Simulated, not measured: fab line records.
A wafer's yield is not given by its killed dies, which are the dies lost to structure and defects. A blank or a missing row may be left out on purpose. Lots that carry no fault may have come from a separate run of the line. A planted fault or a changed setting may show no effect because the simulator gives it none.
Comparing a struck lot with a sound one :: flow sky130 :: 16 out of 708 route steps
Sound: wafers L333.3, L333.4, L333.6. Wafers L343.1, L343.5, L343.6 were the ones struck. The cause is given at the end.
Order at every step that has rows: each side's tool, ch and its chambers, its first start. Under that, the readings that differ: sound wafers :: struck wafers :: difference of the means :: sigmas: that difference in standard deviations of wafers without a fault.
alike: same words and numbers on both sides, and readings whose means sit less than 2 such deviations apart. not compared: any withheld reading, any reading some wafer has no value for, any bound like >300 that may hide the same value, and any number with overlapping values for which the record gives no deviation.
The two part at a step that has a row with sigmas, a row that says differs or no value, or rows on one side only. Numbers that have no deviation but don't overlap get no sigmas and don't part them. A reading that every wafer of one side lacks parts them only if that side has two wafers or more.

SKY_FIELD_ISO_STRIP_16: strips in O2/N2.
  sound on plasmaAsher-02 ch 0,1, day 2 17:09; struck on plasmaAsher-02 ch 0,1, day 4 14:17
  alike: drypumpMotorCurrentA, oesProductAu, stripTimeToEndpointS
  not compared: rfHoursCounterH
SKY_FIELD_ISO_ETCH_17: etches Si in HBr/Cl2/O2, target depth 342 nm, time 97.7 s.
  sound on rieSi-01 ch 1,2,3, day 2 17:13; struck on rieSi-01 ch 0,2,3, day 4 14:23
  alike: HBr_flow_sccm, O2_flow_sccm, drypumpMotorCurrentA, oesProductAu, throttleValvePct
  not compared: rfHoursCounterH
then, 5 steps without rows for these wafers: SKY_FIELD_ISO_WET_ETCH_18 (etches Si3N4 in H3PO4, target depth 25 nm, time 286 s); SKY_FIELD_ISO_CLEAN_19 (cleans in SC1/SC2, time 150 s); SKY_FIELD_ISO_CLEAN_20 (cleans in dHF, time 20 s); SKY_FIELD_ISO_WET_ETCH_21 (etches SiO2 in dHF, target depth 20 nm, time 400 s); SKY_FIELD_ISO_OXIDATION_22 (stabilise 600 s, purge 300 s, target thk 10 nm).
SKY_FIELD_ISO_THK_MEAS_23:
  struck on filmMetro-04, day 4 19:22; sound on filmMetro-02, day 2 18:50
  alike: FIELD_ISO_OXIDATION_01_THK
then, 1 step without rows for these wafers: SKY_FIELD_ISO_CVD_24 (deposits SiO2, target thk 595 nm, time 99.2 s).
SKY_FIELD_ISO_THK_MEAS_25:
  struck on filmMetro-02, day 4 19:30; sound on filmMetro-02, day 2 18:58
  alike: FIELD_ISO_CVD_24_THK
then, 1 step without rows for these wafers: SKY_FIELD_ISO_ANNEAL_26 (time 1800 s).
SKY_FIELD_ISO_CMP_27: polishes, stops on Si3N4, t overpolish 16 s, target thk 457.8 nm.
  sound on cmp-01 ch 1,2,3, day 2 20:30; struck on cmp-02 ch 2,3, day 4 21:50
  alike: motorCurrentA, overpolishRunS, slurryFilterDpKPa, timeToEndpointS
SKY_FIELD_ISO_WET_ETCH_28: etches SiO2 in dHF, target depth 23.7 nm, time 47 s.
  sound on wetBench-02 ch 3, day 2 20:48; struck on wetBench-04 ch 1, day 4 22:05
  no value came back on the struck wafers for bathHeatDutyPct (%), runLengthS (s), tempC (C); on the sound wafers bathHeatDutyPct (%) reads 7.1 6.7 7.3
reading: model.SiO2_of_FIELD_ISO_CVD_24.thkNm (nm)
sound: 434.5 434.2 434.4
struck: 456.8 456.6 457.9
difference: +22.7
sigmas: 
then, 1 step without rows for these wafers: SKY_FIELD_ISO_WET_ETCH_29 (etches Si3N4 in H3PO4, target depth 160 nm, time 1825 s).
SKY_FIELD_ISO_WET_ETCH_30: etches SiO2 in dHF, target depth 25 nm, time 50 s.
  sound on wetBench-02 ch 0, day 2 21:20; struck on wetBench-04 ch 0, day 4 22:41
reading: model.SiO2_of_FIELD_ISO_CVD_24.thkNm (nm)
sound: 405.8 405.4 405.7
struck: 427.8 427.5 429
difference: +22.5
sigmas: 
  alike: bathHeatDutyPct, runLengthS, tempC
-- here the record skips 45 days between the struck wafers' starts before and after, leaving off in module FIELD_ISO and picking up in module PAD_OPEN (first step shown: number 708 of the route) --
SKY_PAD_OPEN_PROBE_99:
  struck on prober-01, day 50 04:53; sound on prober-02, day 46 06:43
reading: hold
sound: - - -
struck: awaitDispo/1.6h/scrap awaitDispo/1.6h/scrap awaitDispo/1.6h/scrap
difference: no value on the sound wafers
sigmas: 

reading: killedAtFrontEnd
sound: 7 13 17
struck: 430 408 414
difference: +405
sigmas: +83

reading: killedDies
sound: 83 73 86
struck: 492 492 492
difference: +411
sigmas: +42

reading: killedOnRim
sound: 13 15 19
struck: 96 96 96
difference: +80
sigmas: +22
  alike: killed_at_M0_to_M3, killed_at_M4_up, killedAtContacts, killedAtOther, killedOpen, killedShort

WHERE THEY PART
First at SKY_FIELD_ISO_WET_ETCH_28; last, within this record, at SKY_PAD_OPEN_PROBE_99.

WHY: whatever the simulator had introduced
Whole step skipped at SKY_FIELD_ISO_WET_ETCH_28 on wetBench-04, starting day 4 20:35. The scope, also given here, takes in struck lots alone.
